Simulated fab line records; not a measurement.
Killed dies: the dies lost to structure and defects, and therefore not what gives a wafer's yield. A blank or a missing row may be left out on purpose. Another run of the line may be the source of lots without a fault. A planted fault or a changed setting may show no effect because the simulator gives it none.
A lot that was struck, set against a sound lot ; flow sky130 ; 14 out of 708 route steps
Sound: these wafers, L955.1, L955.5, L955.6. Struck: wafers L964.3, L964.4, L964.5. The cause is named last.
For every step that has rows: the tool of each side, followed by ch and its chambers, followed by its first start. Under that, the readings that differ: sound wafers ; struck wafers ; difference of the means ; sigmas: that difference in standard deviations of wafers without a fault.
alike: readings with means less than 2 such deviations apart, plus words and numbers identical on both sides. not compared: withheld readings, readings lacking a value on some wafer, bounds such as >300 that could conceal the same value, and numbers that have no deviation in the record and whose values overlap.
The two part at a step that has a row with sigmas, a row that says differs or no value, or rows on one side only. When numbers do not overlap yet have no deviation, they are printed without sigmas and do not part them. A reading that every wafer of one side lacks parts them only if that side has two wafers or more.

first, 2 steps without rows for these wafers: SKY_METAL1_CLEAN_23 (cleans in O3/DIW); SKY_VIA1_HDPCVD_00 (deposits SiO2, target thk 1030 nm, time 171.7 s).
SKY_VIA1_THK_MEAS_01:
  sound on film_metro-01 at day 32 23:04; struck on film_metro-03 at day 35 14:48
  alike: VIA1_HDPCVD_THK
SKY_VIA1_CMP_02: polishes SiO2.
  sound on cmp-01 ch 0,3, day 32 23:08; struck on cmp-01 ch 0,1,3, day 35 14:53
  alike: motor_current_A, platen_rpm, retaining_ring_pressure_frac
SKY_VIA1_BOW_MEAS_03:
  sound on film_metro-03 at day 32 23:26; struck on film_metro-02 at day 35 15:11
  alike: VIA1_BOW
then, 7 steps without rows for these wafers: SKY_VIA1_DEHYDRATE_04 (time 60 s); SKY_VIA1_HMDS_05 (prime time 60 s); SKY_VIA1_COAT_06 (resist thk 60 nm); SKY_VIA1_COAT_07 (resist thk 450 nm); SKY_VIA1_SOFTBAKE_08 (time 90 s); SKY_VIA1_EXPOSE_09 (exposes mask VIM, target cd 150 nm); SKY_VIA1_PEB_10.
SKY_VIA1_DEVELOP_11: develop time 60 s.
  struck on litho_track-01, day 36 17:00; sound on litho_track-03 ch 0, day 34 01:00
  no value came back on the struck wafers for chill_plate_temp_C (C), develop_time_s (s), developer_temp_C (C); on the sound wafers chill_plate_temp_C (C) reads 23.01 23.00 23.05
reading;sound;struck;difference;sigmas
model.KrF-thick_of_VIA1_COAT_07.thk_nm (nm);434 434.9 433.8;450.4 449.7 449.9;+15.8;
SKY_VIA1_CD_MEAS_12 targets a cd of 150 nm.
  sound on cd_sem-02 at day 34 01:50; struck on cd_sem-01 at day 36 17:24
reading;sound;struck;difference;sigmas
cd_nm (nm);148.4 148.4 147.5;- - -;no value on the struck wafers;

WHERE THEY PART
Last at SKY_VIA1_CD_MEAS_12 as far as this record goes, first at SKY_VIA1_DEVELOP_11.

WHY: what had been put in by the simulator
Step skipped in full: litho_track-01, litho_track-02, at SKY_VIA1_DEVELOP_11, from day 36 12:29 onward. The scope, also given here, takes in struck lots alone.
